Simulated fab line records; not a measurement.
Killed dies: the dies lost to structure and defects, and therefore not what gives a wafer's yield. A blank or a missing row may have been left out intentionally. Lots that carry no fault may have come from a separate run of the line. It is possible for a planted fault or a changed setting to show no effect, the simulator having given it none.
fab line records + flow sfq-line
record
- lots=6
- wafers=18
- last-day=94
route steps=325 shown M5@201 A5B@209 R5@212 I5@228 C5@240 M8@325
lots with no fault: from the same line, run without faults
start-h: hours from the record's first day to the start of the lot's first wafer shown + wait-h: how many hours have passed since the lot's step before this one + " repeats the value in the row above + L1.1+2: a single row standing in for several wafers + - no value, or no start given + * or withheld: withheld + < > ~ a bound
route shown NAME@n: names a module that has steps shown in the file, with the first one's number in the route + usual: the fault-free wafers' mean and standard deviation + same: alike in all rows + chamber/n: place in a boat + sites: each site's reading + _std_site: how widely they spread, as a standard deviation + _edge_site: inner sites' mean taken away from outer sites' mean + radius-mm: for every site, how far away it sits from the centre of the wafer + mask NAME#n: copy n + behind: the most recent tool/chamber to have shaped the wafer + hold: why the lot was held/for how many hours/how that ended + device: the n, p or np transistor that did not switch + end of line: tests of these same wafers at the route's end + for a step that has no rows: nothing shown but its recipe + killed: not the wafer's yield, but the dies lost to structure and defects at the first sort + map: per-die view of a wafer (x killed, . not killed, _ where there is no die)
set.NAME: the setting that was run; set.NAME@STEP: the one run at that earlier step + model.NAME: the simulator's own value behind a step, which no gauge read
a table for each step, a row for each wafer; lots at some steps of the route
services: the hour from which a tool's chamber was out of use, counted from the record's first day as start-h (under 0 if before that day), plus the number of hours and why
## steps
# step SFQ_TRILAYER_M5_LITHO_EXPOSE_124
# recipe
- mask-id=M5
- na=0.6
- source-shape=conventional
- sigma-outer=0.65
- target-cd-nm=700
- dose-mj=14.4
# step SFQ_TRILAYER_M5_LITHO_PEB_126
# recipe
- peb-temp-c=115
- peb-time-s=60
- resist=KrF
# step SFQ_TRILAYER_M5_LITHO_DEVELOP_125
# recipe
- time-s=60
- resist=KrF
# step SFQ_M5_OVL_MEAS_932
# usual
- M5_OVL=-4/5.8
| lot.wafer | tool       | chamber | start-h | wait-h | M5_OVL[nm] |
|-----------|------------|---------|---------|--------|------------|
| L365.1    | overlay-02 | -       | 1288.12 | 0.1    | -8         |
| L365.4    | "          | -       | "       | "      | 4          |
| L365.6    | "          | -       | "       | "      | -2         |
| L370.1    | overlay-02 | -       | 1386.57 | 0.1    | -8         |
| L370.2    | "          | -       | "       | "      | -8         |
| L370.5    | "          | -       | "       | "      | -10        |
| L372.3    | overlay-02 | -       | 1396.18 | 0.1    | -7         |
| L372.4    | "          | -       | "       | "      | -14        |
| L372.6    | "          | -       | "       | "      | -5         |
| L379.1    | overlay-02 | -       | 1438.30 | 0.1    | 0          |
| L379.3    | "          | -       | "       | "      | -8         |
| L379.6    | "          | -       | "       | "      | -12        |
| L382.2    | overlay-02 | -       | 1460.03 | 0.1    | -2         |
| L382.3    | "          | -       | "       | "      | 2          |
| L382.4    | "          | -       | "       | "      | 1          |
| L383.2    | overlay-01 | -       | 1467.23 | 0.1    | -5         |
| L383.3    | "          | -       | "       | "      | -3         |
| L383.6    | "          | -       | "       | "      | -5         |
# step SFQ_TRILAYER_M5_BARC_OPEN_METAL_ETCH_161
# recipe
- mask-material=PR
- chemistry=O2
- target-depth-nm=125
- target=BARC
- icp-w=600
- bias-w=80
- pressure-mtorr=10
- time-s=41.7
# step SFQ_TRILAYER_M5_ETCH_METAL_ETCH_126
# recipe
- target=Nb
- stop-on=SiO2
- mask-material=PR
- over-etch-frac=0.15
- time-s=203.2
- chemistry=Cl2/BCl3
- target-depth-nm=265
- icp-w=600
- bias-w=80
- pressure-mtorr=10
# step SFQ_TRILAYER_M5_STRIP_STRIP_127
# recipe
- gas=O2
- power-w=200
- platen-temp-c=40
- overash-fraction=0.65
- chemistry=O2
- pressure-mtorr=50
# usual
- drypump-motor-current-A=6.2/0.38
- oes-product-au=0.998/0.011
# same
- overash-fraction=0.65
| lot.wafer | tool         | chamber | start-h | wait-h | drypump-motor-current-A | oes-product-au | rf-hours-counter-h |
|-----------|--------------|---------|---------|--------|-------------------------|----------------|--------------------|
| L365.1    | rie-metal-04 | 1       | 1288.41 | 0.1    | 6.6                     | 0.993          | 127                |
| L365.4    | "            | 0       | "       | "      | 5.6                     | 1.012          | -                  |
| L365.6    | "            | 0       | "       | "      | 5.6                     | 1.014          | -                  |
| L370.1    | rie-metal-04 | 0       | 1386.86 | 0.1    | 5.6                     | 1.016          | 51                 |
| L370.2    | "            | 1       | "       | "      | 6.6                     | 0.997          | 2                  |
| L370.5    | "            | 0       | "       | "      | 5.6                     | 1.018          | -                  |
| L372.3    | rie-metal-01 | 0       | 1396.66 | 0.3    | 6.6                     | 1.001          | -                  |
| L372.4    | "            | 1       | "       | "      | 6.2                     | 0.994          | -                  |
| L372.6    | "            | 0       | "       | "      | 6.6                     | 1.009          | -                  |
| L379.1    | rie-metal-01 | 1       | 1438.59 | 0.1    | 6.2                     | 0.980          | 89                 |
| L379.3    | "            | 0       | "       | "      | 6.5                     | 0.991          | -                  |
| L379.6    | "            | 0       | "       | "      | 6.5                     | 0.996          | -                  |
| L382.2    | rie-metal-04 | 1       | 1460.31 | 0.1    | 6.6                     | 0.987          | 13                 |
| L382.3    | "            | 0       | "       | "      | 5.6                     | 1.014          | -                  |
| L382.4    | "            | 1       | "       | "      | 6.6                     | 0.995          | -                  |
| L383.2    | rie-metal-04 | 0       | 1467.51 | 0.1    | 5.6                     | 1.005          | 63                 |
| L383.3    | "            | 0       | "       | "      | 5.6                     | 1.002          | -                  |
| L383.6    | "            | 0       | "       | "      | 5.6                     | 1.007          | -                  |
# step SFQ_TRILAYER_M5_STRIP_SOLV_CLEAN_128
# recipe
- chemistry=NMP
- temp-c=70
- time-s=600
# step SFQ_TRILAYER_A5B_DEP_PECVD_129
# recipe
- material=SiO2
- temp-c=150
- time-s=133.33
- pressure-torr=2.4
- rf-w=183.3
- precursor=SiH4/N2O
- target-thk-nm=600
# usual
- heater-power-w=83/18
- throttle-valve-pct=24.2/1.2
| lot.wafer | tool     | chamber | start-h | wait-h | heater-power-w | since-wet-clean-h | throttle-valve-pct |
|-----------|----------|---------|---------|--------|----------------|-------------------|--------------------|
| L365.1    | pecvd-04 | 2       | 1289.18 | 0.0    | 62             | 1450              | 25.4               |
| L365.4    | "        | 1       | "       | "      | 77             | -                 | 26.8               |
| L365.6    | "        | 2       | "       | "      | 53             | -                 | 25.6               |
| L370.1    | pecvd-04 | 1       | 1387.64 | 0.0    | 81             | 57                | 22.4               |
| L370.2    | "        | 2       | "       | "      | 71             | 57                | 22.5               |
| L370.5    | "        | 1       | "       | "      | 70             | -                 | 22.5               |
| L372.3    | pecvd-03 | 2       | 1397.24 | 0.0    | 87             | 450               | 24.4               |
| L372.4    | "        | 2       | "       | "      | 88             | -                 | 24.1               |
| L372.6    | "        | 0       | "       | "      | 109            | -                 | 26.3               |
| L379.1    | pecvd-01 | 0       | 1439.76 | 0.0    | 82             | 862               | 25.2               |
| L379.3    | "        | 1       | "       | "      | 73             | 862               | 23.9               |
| L379.6    | "        | 1       | "       | "      | 58             | -                 | 23.7               |
| L382.2    | pecvd-04 | 1       | 1461.09 | 0.0    | 84             | 130               | 22.5               |
| L382.3    | "        | 2       | "       | "      | 60             | 130               | 22.6               |
| L382.4    | "        | 0       | "       | "      | 112            | -                 | 23.8               |
| L383.2    | pecvd-04 | 2       | 1468.29 | 0.0    | 58             | 138               | 22.7               |
| L383.3    | "        | 1       | "       | "      | 84             | 138               | 22.5               |
| L383.6    | "        | 0       | "       | "      | 97             | -                 | 23.9               |
# step SFQ_TRILAYER_A5B_CMP_CMP_130
# recipe
- stop-on=Nb
- down-force-psi=3
- platen-rpm=60
- target-thk-nm=340.7
# step SFQ_TRILAYER_A5B_METRO_MEASURE_131
# step SFQ_TRILAYER_R5_DEP_SPUTTER_132
# recipe
- material=Ti
- base-pressure-pa=1.33e-06
- target-thk-nm=5
- power-w=2000
- time-s=5
- chamber-pressure-pa=0.4
# step SFQ_TRILAYER_R5_DEP_SPUTTER_133
# recipe
- material=MoNx
- base-pressure-pa=1.33e-06
- target-thk-nm=40
- power-w=1000
- time-s=66.7
- chamber-pressure-pa=0.4
# usual
- cathode-dc-power-W=1000.0/0.19
- throttle-valve-pct=29.8/0.76
| lot.wafer | tool           | chamber | start-h | wait-h | cathode-dc-power-W | throttle-valve-pct | model.MoNx_of_TRILAYER_R5_DEP_SPUTTER_133.thk-nm |
|-----------|----------------|---------|---------|--------|--------------------|--------------------|--------------------------------------------------|
| L365.1    | pvd-sputter-05 | -       | 1299.81 | 0.0    | 1000.1             | 29.3               | 39.39                                            |
| L365.4    | "              | -       | "       | "      | 1000.4             | 31.5               | 39.78                                            |
| L365.6    | "              | -       | "       | "      | 1000.1             | 30.8               | 39.55                                            |
| L370.1    | pvd-sputter-06 | -       | 1392.68 | 0.0    | 1241.2             | 29.9               | 49.32                                            |
| L370.2    | "              | -       | "       | "      | 1241.1             | 29.2               | 49.63                                            |
| L370.5    | "              | -       | "       | "      | 1241.4             | 29.4               | 49.5                                             |
| L372.3    | pvd-sputter-06 | -       | 1402.15 | 0.0    | 1241.3             | 29.5               | 48.93                                            |
| L372.4    | "              | -       | "       | "      | 1241.1             | 29.0               | 49.01                                            |
| L372.6    | "              | -       | "       | "      | 1241.0             | 29.3               | 49.36                                            |
| L379.1    | pvd-sputter-03 | -       | 1444.07 | 0.0    | 1000.2             | 30.1               | 39.91                                            |
| L379.3    | "              | -       | "       | "      | 1000.3             | 29.7               | 40.6                                             |
| L379.6    | "              | -       | "       | "      | 1000.1             | 30.1               | 39.82                                            |
| L382.2    | pvd-sputter-05 | -       | 1467.11 | 0.0    | 1000.1             | 30.3               | 40.08                                            |
| L382.3    | "              | -       | "       | "      | 999.95             | 31.9               | 39.97                                            |
| L382.4    | "              | -       | "       | "      | 999.94             | 29.6               | 39.76                                            |
| L383.2    | pvd-sputter-06 | -       | 1472.60 | 0.0    | 1000.2             | 28.7               | 38.86                                            |
| L383.3    | "              | -       | "       | "      | 1000.2             | 29.1               | 39.48                                            |
| L383.6    | "              | -       | "       | "      | 1000.2             | 29.7               | 39.88                                            |
# step SFQ_TRILAYER_R5_DEP_SPUTTER_134
# recipe
- material=Ti
- base-pressure-pa=1.33e-06
- target-thk-nm=5
- power-w=2000
- time-s=5
- chamber-pressure-pa=0.4
# usual
- cathode-dc-power-W=2000.0/0.35
- throttle-valve-pct=29.7/0.75
| lot.wafer | tool           | chamber | start-h | wait-h | cathode-dc-power-W | throttle-valve-pct |
|-----------|----------------|---------|---------|--------|--------------------|--------------------|
| L365.1    | pvd-sputter-05 | -       | 1299.87 | 0.0    | 1999.7             | 29.5               |
| L365.4    | "              | -       | "       | "      | 1999.9             | 31.9               |
| L365.6    | "              | -       | "       | "      | 2000.1             | 30.5               |
| L370.1    | pvd-sputter-06 | -       | 1392.73 | 0.0    | 2000.3             | 29.6               |
| L370.2    | "              | -       | "       | "      | 2000.0             | 29.5               |
| L370.5    | "              | -       | "       | "      | 2000.0             | 29.2               |
| L372.3    | pvd-sputter-06 | -       | 1402.20 | 0.0    | 2000.2             | 29.5               |
| L372.4    | "              | -       | "       | "      | 2000.1             | 28.9               |
| L372.6    | "              | -       | "       | "      | 2000.0             | 29.3               |
| L379.1    | pvd-sputter-03 | -       | 1444.12 | 0.0    | 2000.3             | 29.8               |
| L379.3    | "              | -       | "       | "      | 2000.5             | 30.0               |
| L379.6    | "              | -       | "       | "      | 1999.7             | 30.0               |
| L382.2    | pvd-sputter-05 | -       | 1467.17 | 0.0    | 1999.6             | 30.4               |
| L382.3    | "              | -       | "       | "      | 1999.6             | 31.7               |
| L382.4    | "              | -       | "       | "      | 2000.4             | 29.3               |
| L383.2    | pvd-sputter-06 | -       | 1472.65 | 0.0    | 1999.6             | 29.0               |
| L383.3    | "              | -       | "       | "      | 1999.8             | 29.1               |
| L383.6    | "              | -       | "       | "      | 2000.2             | 29.6               |
# step SFQ_R5_RS_MEAS_933
# recipe
- thk-meas-gauge=four-point-probe
- reads=Ti_of_TRILAYER_R5_DEP_SPUTTER_134+MoNx_of_TRILAYER_R5_DEP_SPUTTER_133+Ti_of_TRILAYER_R5_DEP_SPUTTER_132
# usual
- R5_MONX_RS=7.09/0.083
| lot.wafer | tool          | chamber | start-h | wait-h | R5_MONX_RS[ohm/sq] |
|-----------|---------------|---------|---------|--------|--------------------|
| L365.1    | film-metro-04 | -       | 1299.89 | 0.0    | 7.15               |
| L365.4    | "             | -       | "       | "      | 7.09               |
| L365.6    | "             | -       | "       | "      | 7.09               |
| L370.1    | film-metro-03 | -       | 1392.75 | 0.0    | 5.80               |
| L370.2    | "             | -       | "       | "      | 5.75               |
| L370.5    | "             | -       | "       | "      | 5.77               |
| L372.3    | film-metro-03 | -       | 1402.26 | 0.0    | 5.84               |
| L372.4    | "             | -       | "       | "      | 5.82               |
| L372.6    | "             | -       | "       | "      | 5.79               |
| L379.1    | film-metro-04 | -       | 1444.14 | 0.0    | 7.06               |
| L379.3    | "             | -       | "       | "      | 6.94               |
| L379.6    | "             | -       | "       | "      | 7.05               |
| L382.2    | film-metro-02 | -       | 1467.21 | 0.0    | 7.01               |
| L382.3    | "             | -       | "       | "      | 7.05               |
| L382.4    | "             | -       | "       | "      | 7.07               |
| L383.2    | film-metro-03 | -       | 1472.69 | 0.0    | 7.28               |
| L383.3    | "             | -       | "       | "      | 7.16               |
| L383.6    | "             | -       | "       | "      | 7.09               |
# step SFQ_R5_THK_MEAS_934
# recipe
- thk-meas-gauge=xrf
- reads=MoNx_of_TRILAYER_R5_DEP_SPUTTER_133
# usual
- R5_MONX_THK=39.6/0.5
| lot.wafer | tool          | chamber | start-h | wait-h | R5_MONX_THK[nm] |
|-----------|---------------|---------|---------|--------|-----------------|
| L365.1    | film-metro-04 | -       | 1300.01 | 0.1    | 39.5            |
| L365.4    | "             | -       | "       | "      | 40.0            |
| L365.6    | "             | -       | "       | "      | 39.6            |
| L370.1    | film-metro-03 | -       | 1392.87 | 0.1    | 49.1            |
| L370.2    | "             | -       | "       | "      | 49.3            |
| L370.5    | "             | -       | "       | "      | 49.4            |
| L372.3    | film-metro-03 | -       | 1402.36 | 0.1    | 48.7            |
| L372.4    | "             | -       | "       | "      | 48.9            |
| L372.6    | "             | -       | "       | "      | 49.4            |
| L379.1    | film-metro-04 | -       | 1444.26 | 0.1    | 39.7            |
| L379.3    | "             | -       | "       | "      | 40.5            |
| L379.6    | "             | -       | "       | "      | 39.5            |
| L382.2    | film-metro-02 | -       | 1467.32 | 0.1    | 40.1            |
| L382.3    | "             | -       | "       | "      | 39.7            |
| L382.4    | "             | -       | "       | "      | 39.6            |
| L383.2    | film-metro-03 | -       | 1472.80 | 0.1    | 38.4            |
| L383.3    | "             | -       | "       | "      | 39.2            |
| L383.6    | "             | -       | "       | "      | 39.6            |
# step SFQ_TRILAYER_R5_LITHO_COAT_141
# recipe
- resist=BARC
- spin-rpm=3000
- resist-thk-nm=62
# step SFQ_TRILAYER_R5_LITHO_COAT_136
# recipe
- resist=KrF
- spin-rpm=3000
- resist-thk-nm=600
# step SFQ_TRILAYER_R5_LITHO_SOFTBAKE_140
# recipe
- temp-c=withheld
- time-s=withheld
- resist=KrF
# step SFQ_TRILAYER_R5_LITHO_EXPOSE_137
# recipe
- mask-id=R5
- na=0.6
- source-shape=conventional
- sigma-outer=0.65
- target-cd-nm=500
- dose-mj=14.4
# step SFQ_TRILAYER_R5_LITHO_PEB_139
# recipe
- peb-temp-c=115
- peb-time-s=60
- resist=KrF
# step SFQ_TRILAYER_R5_LITHO_DEVELOP_138
# recipe
- time-s=60
- resist=KrF
# step SFQ_R5_OVL_MEAS_935
# usual
- R5_OVL=0/5.7
| lot.wafer | tool       | chamber | start-h | wait-h | R5_OVL[nm] |
|-----------|------------|---------|---------|--------|------------|
| L365.1    | overlay-01 | -       | 1437.10 | 0.1    | -5         |
| L365.4    | "          | -       | "       | "      | 2          |
| L365.6    | "          | -       | "       | "      | 4          |
| L370.1    | overlay-02 | -       | 1523.65 | 0.1    | -5         |
| L370.2    | "          | -       | "       | "      | -3         |
| L370.5    | "          | -       | "       | "      | 0          |
| L372.3    | overlay-01 | -       | 1540.30 | 0.1    | -9         |
| L372.4    | "          | -       | "       | "      | 0          |
| L372.6    | "          | -       | "       | "      | -13        |
| L379.1    | overlay-01 | -       | 1583.62 | 0.1    | 2          |
| L379.3    | "          | -       | "       | "      | 4          |
| L379.6    | "          | -       | "       | "      | 3          |
| L382.2    | overlay-02 | -       | 1604.02 | 0.1    | 3          |
| L382.3    | "          | -       | "       | "      | 3          |
| L382.4    | "          | -       | "       | "      | 1          |
| L383.2    | overlay-01 | -       | 1607.62 | 0.1    | 9          |
| L383.3    | "          | -       | "       | "      | 10         |
| L383.6    | "          | -       | "       | "      | 5          |
# step SFQ_TRILAYER_R5_BARC_OPEN_METAL_ETCH_177
# recipe
- mask-material=PR
- chemistry=O2
- target-depth-nm=125
- target=BARC
- icp-w=600
- bias-w=80
- pressure-mtorr=10
- time-s=41.7
# step SFQ_TRILAYER_R5_ETCH_METAL_ETCH_139
# recipe
- stop-on=SiO2
- mask-material=PR
- chemistry=Cl2
- target-depth-nm=60
- icp-w=600
- bias-w=80
- pressure-mtorr=10
- time-s=40
# usual
- drypump-motor-current-A=5.5/0.61
- oes-product-au=0.990/0.0058
| lot.wafer | tool         | chamber | start-h | wait-h | drypump-motor-current-A | oes-product-au | rf-hours-counter-h |
|-----------|--------------|---------|---------|--------|-------------------------|----------------|--------------------|
| L365.1    | rie-metal-03 | 0       | 1437.19 | 0.0    | 5.9                     | 0.994          | 31                 |
| L365.4    | "            | 1       | "       | "      | 5.7                     | 0.990          | -                  |
| L365.6    | "            | 0       | "       | "      | 5.9                     | 0.991          | -                  |
| L370.1    | rie-metal-02 | 0       | 1523.75 | 0.0    | 4.6                     | 0.974          | 105                |
| L370.2    | "            | 1       | "       | "      | 5.3                     | 0.985          | 84                 |
| L370.5    | "            | 0       | "       | "      | 4.7                     | 0.981          | -                  |
| L372.3    | rie-metal-03 | 0       | 1540.41 | 0.0    | 5.9                     | 0.986          | -                  |
| L372.4    | "            | 1       | "       | "      | 5.7                     | 0.982          | -                  |
| L372.6    | "            | 1       | "       | "      | 5.7                     | 0.991          | -                  |
| L379.1    | rie-metal-04 | 0       | 1583.71 | 0.0    | 5.6                     | 0.994          | 76                 |
| L379.3    | "            | 1       | "       | "      | 6.6                     | 0.982          | -                  |
| L379.6    | "            | 0       | "       | "      | 5.6                     | 0.983          | -                  |
| L382.2    | rie-metal-02 | 0       | 1604.11 | 0.0    | 4.6                     | 0.987          | 115                |
| L382.3    | "            | 0       | "       | "      | 4.6                     | 0.981          | -                  |
| L382.4    | "            | 1       | "       | "      | 5.3                     | 0.988          | -                  |
| L383.2    | rie-metal-04 | 0       | 1607.71 | 0.0    | 5.6                     | 0.997          | 78                 |
| L383.3    | "            | 0       | "       | "      | 5.6                     | 1.000          | -                  |
| L383.6    | "            | 0       | "       | "      | 5.6                     | 0.991          | -                  |
# step SFQ_TRILAYER_R5_STRIP_STRIP_140
# recipe
- gas=O2
- power-w=200
- platen-temp-c=40
- overash-fraction=0.65
- chemistry=O2
- pressure-mtorr=50
# step SFQ_TRILAYER_R5_STRIP_SOLV_CLEAN_141
# recipe
- chemistry=NMP
- temp-c=70
- time-s=600
# step SFQ_TRILAYER_A5C_DEP_PECVD_142
# recipe
- material=SiO2
- temp-c=150
- time-s=15.556
- pressure-torr=2.4
- rf-w=183.3
- precursor=SiH4/N2O
- target-thk-nm=70
# step SFQ_TRILAYER_I5_LITHO_COAT_149
# recipe
- resist=BARC
- spin-rpm=3000
- resist-thk-nm=62
# step SFQ_TRILAYER_I5_LITHO_COAT_144
# recipe
- resist=KrF
- spin-rpm=3000
- resist-thk-nm=650
# step SFQ_TRILAYER_I5_LITHO_SOFTBAKE_148
# recipe
- temp-c=withheld
- time-s=withheld
- resist=KrF
# step SFQ_TRILAYER_I5_LITHO_EXPOSE_145
# recipe
- mask-id=I5
- na=0.6
- source-shape=conventional
- sigma-outer=0.65
- target-cd-nm=700
- dose-mj=21.3
# step SFQ_TRILAYER_I5_LITHO_PEB_147
# recipe
- peb-temp-c=115
- peb-time-s=60
- resist=KrF
# step SFQ_TRILAYER_I5_LITHO_DEVELOP_146
# recipe
- time-s=60
- resist=KrF
# step SFQ_I5_OVL_MEAS_936
# usual
- I5_OVL=-3/5.3
| lot.wafer | tool       | chamber | start-h | wait-h | I5_OVL[nm] |
|-----------|------------|---------|---------|--------|------------|
| L365.1    | overlay-02 | -       | 1582.42 | 0.1    | -6         |
| L365.4    | "          | -       | "       | "      | -4         |
| L365.6    | "          | -       | "       | "      | 1          |
| L370.1    | overlay-01 | -       | 1653.36 | 0.1    | -8         |
| L370.2    | "          | -       | "       | "      | -4         |
| L370.5    | "          | -       | "       | "      | -13        |
| L372.3    | overlay-01 | -       | 1670.34 | 0.1    | -3         |
| L372.4    | "          | -       | "       | "      | -1         |
| L372.6    | "          | -       | "       | "      | -3         |
| L379.1    | overlay-01 | -       | 1719.53 | 0.1    | -3         |
| L379.3    | "          | -       | "       | "      | -4         |
| L379.6    | "          | -       | "       | "      | 5          |
| L382.2    | overlay-01 | -       | 1735.13 | 0.1    | 2          |
| L382.3    | "          | -       | "       | "      | 2          |
| L382.4    | "          | -       | "       | "      | 1          |
| L383.2    | overlay-01 | -       | 1736.33 | 0.1    | 1          |
| L383.3    | "          | -       | "       | "      | 6          |
| L383.6    | "          | -       | "       | "      | 5          |
# step SFQ_TRILAYER_I5_BARC_OPEN_VIA_ETCH_200
# recipe
- mask-material=PR
- chemistry=O2
- target-depth-nm=125
- target=BARC
- source-w=500
- bias-w=80
- pressure-mtorr=30
- time-s=41.7
# step SFQ_TRILAYER_I5_ETCH_VIA_ETCH_147
# recipe
- stop-on=Nb
- mask-material=PR
- chemistry=CHF3
- target-depth-nm=360
- source-w=500
- bias-w=80
- pressure-mtorr=30
- time-s=withheld
# usual
- drypump-motor-current-A=5.6/0.39
- oes-product-au=0.990/0.0064
| lot.wafer | tool        | chamber | start-h | wait-h | drypump-motor-current-A | oes-product-au |
|-----------|-------------|---------|---------|--------|-------------------------|----------------|
| L365.1    | rie-diel-04 | 1       | 1582.49 | 0.0    | 5.1                     | 0.984          |
| L365.4    | "           | 0       | "       | "      | 5.0                     | 1.000          |
| L365.6    | "           | 3       | "       | "      | 5.6                     | 0.996          |
| L370.1    | rie-diel-04 | 1       | 1653.44 | 0.0    | 5.1                     | 0.989          |
| L370.2    | "           | 0       | "       | "      | 5.0                     | 0.999          |
| L370.5    | "           | 0       | "       | "      | 5.0                     | 0.984          |
| L372.3    | rie-diel-03 | 1       | 1670.40 | 0.0    | 5.8                     | 0.985          |
| L372.4    | "           | 0       | "       | "      | 5.8                     | 0.994          |
| L372.6    | "           | 2       | "       | "      | 5.6                     | 0.982          |
| L379.1    | rie-diel-02 | 0       | 1719.60 | 0.0    | 5.6                     | 0.976          |
| L379.3    | "           | 1       | "       | "      | 5.5                     | 0.990          |
| L379.6    | "           | 3       | "       | "      | 5.2                     | 0.983          |
| L382.2    | rie-diel-02 | 3       | 1735.20 | 0.0    | 5.2                     | 0.985          |
| L382.3    | "           | 1       | "       | "      | 5.5                     | 0.994          |
| L382.4    | "           | 0       | "       | "      | 5.6                     | 0.981          |
| L383.2    | rie-diel-04 | 1       | 1736.40 | 0.0    | 5.1                     | 0.984          |
| L383.3    | "           | 0       | "       | "      | 5.0                     | 0.997          |
| L383.6    | "           | 0       | "       | "      | 5.0                     | 0.983          |
# step SFQ_TRILAYER_I5_STRIP_STRIP_148
# recipe
- gas=O2
- power-w=200
- platen-temp-c=40
- overash-fraction=0.65
- chemistry=O2
- pressure-mtorr=50
# step SFQ_TRILAYER_I5_STRIP_SOLV_CLEAN_149
# recipe
- chemistry=NMP
- temp-c=70
- time-s=600
# step SFQ_TRILAYER_C5_LITHO_COAT_156
# recipe
- resist=BARC
- spin-rpm=3000
- resist-thk-nm=62
# step SFQ_TRILAYER_C5_LITHO_COAT_151
# recipe
- resist=KrF
- spin-rpm=3000
- resist-thk-nm=650
# step SFQ_TRILAYER_C5_LITHO_SOFTBAKE_155
# recipe
- temp-c=withheld
- time-s=withheld
- resist=KrF
# step SFQ_M8_BOW_MEAS_951
# recipe
- mode=bow
# usual
- M8_BOW=6/12
| lot.wafer | tool          | chamber | start-h | wait-h | M8_BOW[um] | model.etest.r5.ohm-um | model.etest.r5.ohm-sq | model.etest.c5.link-ohm |
|-----------|---------------|---------|---------|--------|------------|-----------------------|-----------------------|-------------------------|
| L365.1    | film-metro-02 | -       | 1982.82 | 0.0    | 10         | 14.33                 | 7.161                 | 8.11                    |
| L365.4    | "             | -       | "       | "      | 21         | 14.18                 | 7.091                 | 8.041                   |
| L365.6    | "             | -       | "       | "      | 11         | 14.3                  | 7.132                 | 8.081                   |
| L370.1    | film-metro-02 | -       | 2113.89 | 0.0    | 11         | 11.41                 | 5.72                  | 6.668                   |
| L370.2    | "             | -       | "       | "      | 14         | 11.34                 | 5.684                 | 6.633                   |
| L370.5    | "             | -       | "       | "      | -4         | 11.35                 | 5.698                 | 6.645                   |
| L372.3    | film-metro-04 | -       | 2128.31 | 0.0    | -18        | 11.51                 | 5.764                 | 6.722                   |
| L372.4    | "             | -       | "       | "      | -24        | 11.51                 | 5.755                 | 6.699                   |
| L372.6    | "             | -       | "       | "      | -6         | 11.44                 | 5.714                 | 6.662                   |
| L379.1    | film-metro-02 | -       | 2230.27 | 0.0    | -5         | 14.12                 | 7.069                 | 8.038                   |
| L379.3    | "             | -       | "       | "      | 10         | 13.9                  | 6.947                 | 7.907                   |
| L379.6    | "             | -       | "       | "      | 6          | 14.13                 | 7.083                 | 8.051                   |
| L382.2    | film-metro-04 | -       | 2257.20 | 0.0    | -4         | 14.05                 | 7.037                 | 8.001                   |
| L382.3    | "             | -       | "       | "      | -5         | 14.09                 | 7.058                 | 8.023                   |
| L382.4    | "             | -       | "       | "      | -10        | 14.2                  | 7.095                 | 8.051                   |
| L383.2    | film-metro-02 | -       | 2258.40 | 0.0    | 38         | 14.5                  | 7.259                 | 8.204                   |
| L383.3    | "             | -       | "       | "      | 30         | 14.3                  | 7.145                 | 8.099                   |
| L383.6    | "             | -       | "       | "      | 18         | 14.13                 | 7.073                 | 8.018                   |
## services
| tool           | chamber | start-h | hours | kind   |
|----------------|---------|---------|-------|--------|
| rie-diel-02    | 2       | 1265.54 | 2.6   | repair |
| rie-metal-02   | 0       | 1273.88 | 2.0   | repair |
| pecvd-04       | 0       | 1287.71 | 8.1   | repair |
| pecvd-04       | -       | 1316.76 | 14.0  | pm     |
| pvd-sputter-05 | -       | 1352.93 | 3.2   | repair |
| pecvd-04       | 0       | 1368.86 | 21.6  | repair |
| rie-diel-04    | -       | 1380.05 | 2.8   | pm     |
| pvd-sputter-06 | -       | 1407.54 | 4.2   | repair |
| rie-diel-04    | 1       | 1425.31 | 4.0   | repair |
| pecvd-04       | -       | 1428.49 | 1.1   | repair |
| pvd-sputter-06 | -       | 1462.30 | 4.5   | repair |
| rie-metal-04   | -       | 1474.99 | 0.4   | repair |
| rie-diel-04    | -       | 1492.15 | 16.8  | repair |
| rie-diel-04    | -       | 1499.70 | 0.8   | repair |
| pecvd-04       | 2       | 1505.31 | 5.3   | repair |
| rie-diel-04    | -       | 1516.00 | 2.0   | repair |
| rie-diel-04    | 3       | 1555.05 | 2.7   | repair |
| rie-diel-04    | -       | 1600.32 | 3.9   | repair |
| rie-diel-04    | -       | 1614.11 | 0.1   | repair |
| rie-diel-04    | 0       | 1628.01 | 5.5   | repair |
| rie-metal-04   | -       | 1632.74 | 2.8   | pm     |
| rie-metal-04   | -       | 1641.96 | 1.2   | repair |
| pecvd-04       | -       | 1704.22 | 14.6  | pm     |
| pecvd-04       | -       | 1718.82 | 2.8   | pm     |
## key
first-sign
- step=SFQ_TRILAYER_R5_DEP_SPUTTER_133
- reading=cathode-dc-power-W
- direction=up
- sigmas=99+
- usual=1000.0
- struck=1241.2
effect
- step=SFQ_R5_RS_MEAS_933
- reading=R5_MONX_RS
- direction=down
- sigmas=16
- usual=7.09
- struck=5.80
effect
- step=SFQ_R5_THK_MEAS_934
- reading=R5_MONX_THK
- direction=up
- sigmas=19
- usual=39.6
- struck=49.1
model-effect
- step=SFQ_TRILAYER_R5_DEP_SPUTTER_133
- value=MoNx_of_TRILAYER_R5_DEP_SPUTTER_133.thk-nm
- without=39.65
- struck=49.29
model-effect
- step=SFQ_M8_BOW_MEAS_951
- value=etest.r5.ohm-um
- without=14.21
- struck=11.43
met-at SFQ_TRILAYER_R5_DEP_SPUTTER_133
struck-wafers L370.1,L370.2,L370.5,L372.3,L372.4,L372.6
fault
- kind=process-parameter-drift
- tool=pvd-sputter-06
- chamber=-
- onset-h=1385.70
- steps=SFQ_TRILAYER_R5_DEP_SPUTTER_133
- channel=power-w
- offset=241.17
- shape=step
- end-h=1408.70
- acts-in=these-recipes-only
- stated=1000
